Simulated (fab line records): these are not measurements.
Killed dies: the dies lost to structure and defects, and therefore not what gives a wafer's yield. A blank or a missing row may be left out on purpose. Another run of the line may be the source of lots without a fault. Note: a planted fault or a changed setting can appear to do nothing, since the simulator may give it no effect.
Which of the tools did it? | flow gf180mcu | 11 lots, 33 wafers sampled, at 5 steps of a route of 602

## WHAT THE GAUGES READ, wafer by wafer
GF_HV_LDD_CD_MEAS_07 targets a cd of 400 nm.
lot  | measured     | on       | cdNm (nm)
L590 | day 10 16:32 | cdSem-02 | 392.6 393.1 393.2
L598 | day 14 02:31 | cdSem-02 | 319.8 320.5 322.5 319.6 320.4 322.2
L600 | day 14 04:46 | cdSem-02 | 397.1 398.9 395.2
L602 | day 14 23:07 | cdSem-02 | 402.5 402.1 400.9
L604 | day 15 09:35 | cdSem-01 | 398.7 400.8 398.9
L603 | day 15 10:35 | cdSem-01 | 402.3 400.8 401.6
L605 | day 15 15:52 | cdSem-02 | 398.2 399.7 399.9
L607 | day 16 00:22 | cdSem-01 | 401.6 401.1 401.7
L606 | day 16 06:10 | cdSem-02 | 397.7 397.3 400.2
L608 | day 16 12:31 | cdSem-02 | 400.9 398.1 400.0
L609 | day 16 17:42 | cdSem-01 | 398.9 398.8 399.8

GF_HV_LDD_TW_MEAS_23.
lot  | measured     | on           | HV_LDD_2_TW
L590 | day 11 11:50 | filmMetro-04 | 1059 1059 1056
L598 | day 14 23:55 | filmMetro-02 | 1046 1043 1046
L600 | day 15 01:58 | filmMetro-04 | 1060 1058 1050
L602 | day 15 21:34 | filmMetro-03 | 1054 1055 1059
L604 | day 16 08:08 | filmMetro-04 | 1065 1058 1062
L603 | day 16 09:14 | filmMetro-04 | 1055 1061 1059
L605 | day 16 14:25 | filmMetro-03 | 1056 1058 1059
L607 | day 16 23:19 | filmMetro-02 | 1052 1051 1049
L606 | day 17 04:53 | filmMetro-03 | 1058 1057 1053
L608 | day 17 11:56 | filmMetro-03 | 1059 1060 1060
L609 | day 17 17:13 | filmMetro-04 | 1062 1060 1058

## TOOL THAT RAN EACH LOT (tool first, then ch and the chambers of the sampled wafers, then the start)
lot  | GF_LVPWELL_STRIP_10                | GF_VT_IMPLANT_STRIP_31              | GF_HV_LDD_EXPOSE_04
L590 | plasmaAsher-01 ch 0,1, day 4 12:45 | plasmaAsher-03 ch 0,1, day 7 10:42  | ilineStepper-01 ch 0, day 10 08:07
L598 | plasmaAsher-04 ch 0,1, day 7 02:10 | plasmaAsher-02 ch 0,1, day 10 13:37 | ilineStepper-02 ch 0, day 13 16:29
L600 | plasmaAsher-01 ch 0,1, day 7 02:49 | plasmaAsher-03 ch 0,1, day 10 15:51 | ilineStepper-02 ch 0, day 13 19:20
L602 | plasmaAsher-01 ch 1, day 7 17:04   | plasmaAsher-03 ch 0,1, day 11 06:51 | ilineStepper-01 ch 0, day 14 12:59
L604 | plasmaAsher-04 ch 0,1, day 7 23:27 | plasmaAsher-03 ch 0,1, day 11 14:54 | ilineStepper-02 ch 0, day 14 22:42
L603 | plasmaAsher-03 ch 0,1, day 7 23:48 | plasmaAsher-03 ch 0,1, day 11 15:58 | ilineStepper-01 ch 0, day 15 00:04
L605 | plasmaAsher-03 ch 0,1, day 8 03:34 | plasmaAsher-02 ch 1, day 11 20:39   | ilineStepper-02 ch 0, day 15 05:08
L607 | plasmaAsher-01 ch 0,1, day 8 12:31 | plasmaAsher-03 ch 0,1, day 12 06:46 | ilineStepper-01 ch 0, day 15 13:44
L606 | plasmaAsher-03 ch 0,1, day 8 14:53 | plasmaAsher-03 ch 0,1, day 12 08:42 | ilineStepper-02 ch 0, day 15 19:01
L608 | plasmaAsher-03 ch 1, day 8 22:34   | plasmaAsher-01 ch 0,1, day 12 17:58 | ilineStepper-01 ch 0, day 16 01:32
L609 | plasmaAsher-03 ch 0,1, day 9 01:52 | plasmaAsher-01 ch 0,1, day 12 22:01 | ilineStepper-01 ch 0, day 16 07:26
- GF_LVPWELL_STRIP_10: strips in O2/N2.
- GF_VT_IMPLANT_STRIP_31: strips in O2/N2.
- GF_HV_LDD_EXPOSE_04: exposes mask Nplus LV AREA, target cd 400 nm.

## WHAT THE TOOLS THEMSELVES READ (means of the sampled wafers that have a number; where no wafer has one, the mark that the record gives instead)
GF_LVPWELL_STRIP_10.
lot  | tool           | chamberPressureMTorr (mTorr) | drypumpMotorCurrentA (A) | heaterPowerW (W) | n2FlowSccm (sccm) | o2FlowSccm (sccm) | oesProductAu (a.u.) | stripTimeToEndpointS (s)
L590 | plasmaAsher-01 | 1499.4                       | 5.5                      | 327              | 299.8             | 2997              | 0.722               | 37.09
L598 | plasmaAsher-04 | 1499.0                       | 5.6                      | 330              | 299.8             | 2995              | 0.719               | 37.00
L600 | plasmaAsher-01 | 1499.0                       | 5.5                      | 333              | 300.3             | 3012              | 0.722               | 36.84
L602 | plasmaAsher-01 | 1499.4                       | 5.5                      | 375              | 299.2             | 3003              | 0.722               | 37.17
L604 | plasmaAsher-04 | 1500.1                       | 5.4                      | 322              | 299.4             | 2990              | 0.725               | 37.03
L603 | plasmaAsher-03 | 1499.1                       | 5.9                      | 301              | 300.0             | 3005              | 0.719               | 36.80
L605 | plasmaAsher-03 | 1500.1                       | 6.2                      | 308              | 299.9             | 3002              | 0.723               | 36.93
L607 | plasmaAsher-01 | 1499.9                       | 5.5                      | 352              | 299.7             | 3006              | 0.721               | 36.91
L606 | plasmaAsher-03 | 1500.4                       | 6.2                      | 308              | 301.4             | 2999              | 0.723               | 36.93
L608 | plasmaAsher-03 | 1500.7                       | 5.5                      | 295              | 300.0             | 2996              | 0.723               | 37.24
L609 | plasmaAsher-03 | 1499.6                       | 6.2                      | 304              | 301.0             | 3010              | 0.720               | 36.97

GF_VT_IMPLANT_STRIP_31.
lot  | tool           | chamberPressureMTorr (mTorr) | drypumpMotorCurrentA (A) | heaterPowerW (W) | n2FlowSccm (sccm) | o2FlowSccm (sccm) | oesProductAu (a.u.) | stripTimeToEndpointS (s)
L590 | plasmaAsher-03 | 1499.0                       | 5.9                      | 301              | 300.4             | 3000              | 0.713               | 12.66
L598 | plasmaAsher-02 | 1499.3                       | 5.6                      | 348              | 300.5             | 2998              | 0.713               | 12.59
L600 | plasmaAsher-03 | 1500.5                       | 6.2                      | 305              | 299.7             | 3004              | 0.721               | 12.61
L602 | plasmaAsher-03 | 1501.5                       | 6.2                      | 306              | 299.0             | 3001              | 0.715               | 12.65
L604 | plasmaAsher-03 | 1499.1                       | 6.2                      | 305              | 300.1             | 2989              | 0.717               | 12.61
L603 | plasmaAsher-03 | 1500.3                       | 6.3                      | 304              | 301.1             | 2998              | 0.720               | 12.61
L605 | plasmaAsher-02 | 1500.2                       | 5.7                      | 333              | 300.8             | 3010              | 0.717               | 12.65
L607 | plasmaAsher-03 | 1500.7                       | 6.2                      | 308              | 300.3             | 3002              | 0.715               | 12.56
L606 | plasmaAsher-03 | 1500.5                       | 5.9                      | 298              | 300.1             | 2991              | 0.716               | 12.60
L608 | plasmaAsher-01 | 1500.9                       | 5.5                      | 351              | 299.5             | 2990              | 0.716               | 12.59
L609 | plasmaAsher-01 | 1499.0                       | 5.5                      | 355              | 301.2             | 2990              | 0.712               | 12.63

## THE ANSWER, worked out from the rows above alone
Rule: the lots themselves supply what counts as usual. The widest of any qualifying gaps counts: lots, ordered by their means at a reading, are off when they make up no more than a third of the lots, leave a main group of 4 or more, and stand apart from it by 3 or more times the standard deviation of that group's means. Not used: any main group whose means are identical at the precision the tables above print for the reading. Also off: a lot with no number at a reading for which 4 or more lots have one. Where the step has rows for the other lots, those lots are counted as sound. First the gauges in route order, then the tools' own readings, where a lot's mean is used as printed above. At the first step where some lot is off, the reading lying furthest off is the one used; lots without a number count as furthest.
Off at GF_HV_LDD_CD_MEAS_07 (cdNm): L598. The main group: mean 399.1 nm, standard deviation 2.5.
If a tool, at a process step before that reading, ran all the lots that are off and no sound lot after the first of them, it fits. Gauges at GF_HV_LDD_CD_MEAS_07: tried the same way as those tools. No candidate that was tried fits.

## WHAT HAD BEEN PUT IN BY THE SIMULATOR
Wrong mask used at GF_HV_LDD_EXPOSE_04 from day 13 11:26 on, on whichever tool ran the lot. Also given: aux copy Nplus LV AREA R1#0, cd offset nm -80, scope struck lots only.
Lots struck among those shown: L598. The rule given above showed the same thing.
